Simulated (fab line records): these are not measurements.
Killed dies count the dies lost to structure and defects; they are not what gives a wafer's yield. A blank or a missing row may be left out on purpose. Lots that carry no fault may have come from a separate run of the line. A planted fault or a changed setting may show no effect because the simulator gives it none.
Chamber matching -- flow gf180mcu -- GF_CONTACT_CMP_04 on cmp-02: 4 sister chambers
The step polishes SiO2. 4 wafers are shown with their chamber, then 8 later ones without.

## EACH WAFER AND ITS CHAMBER
wafer,chamber,motor current A (A)
L091.1,0,12.9
L091.2,1,10.6
L091.3,3,12.2
L091.4,2,12.2

## WAFERS WITHOUT THEIR CHAMBER
wafer,motor current A (A)
L091.5,12.0
L091.6,10.2
L092.1,12.7
L092.3,9.8
L092.4,12.1
L095.1,11.8
L095.4,12.0
L095.6,9.7

## WHICH CHAMBER EACH WENT THROUGH
wafer,from the rows above,in truth
L091.5,can't be placed: 2 or 3 or 0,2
L091.6,1,1
L092.1,can't be placed: 0 or 2 or 3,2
L092.3,1,1
L092.4,can't be placed: 2 or 3 or 0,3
L095.1,can't be placed: 2 or 3 or 0 or 1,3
L095.4,can't be placed: 2 or 3 or 0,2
L095.6,1,1
Correctly placed: 3 of 8. Can't be placed from these rows: 5 (the true chamber is among the candidates in 5). 0 placed wrongly.
How it was worked out, from the rows above alone: a wafer's distance from a chamber is the root of the sum, over the readings, of the square of ((its reading less the chamber's mean) divided by the reading's scatter). The wafer belongs to the nearest chamber; if the next one is less than 2 further off, it can't be placed. A chamber's mean is the mean of its shown wafers. The scatter: root of mean squared gap, hidden wafer to nearest shown wafer, with one shown wafer a chamber.
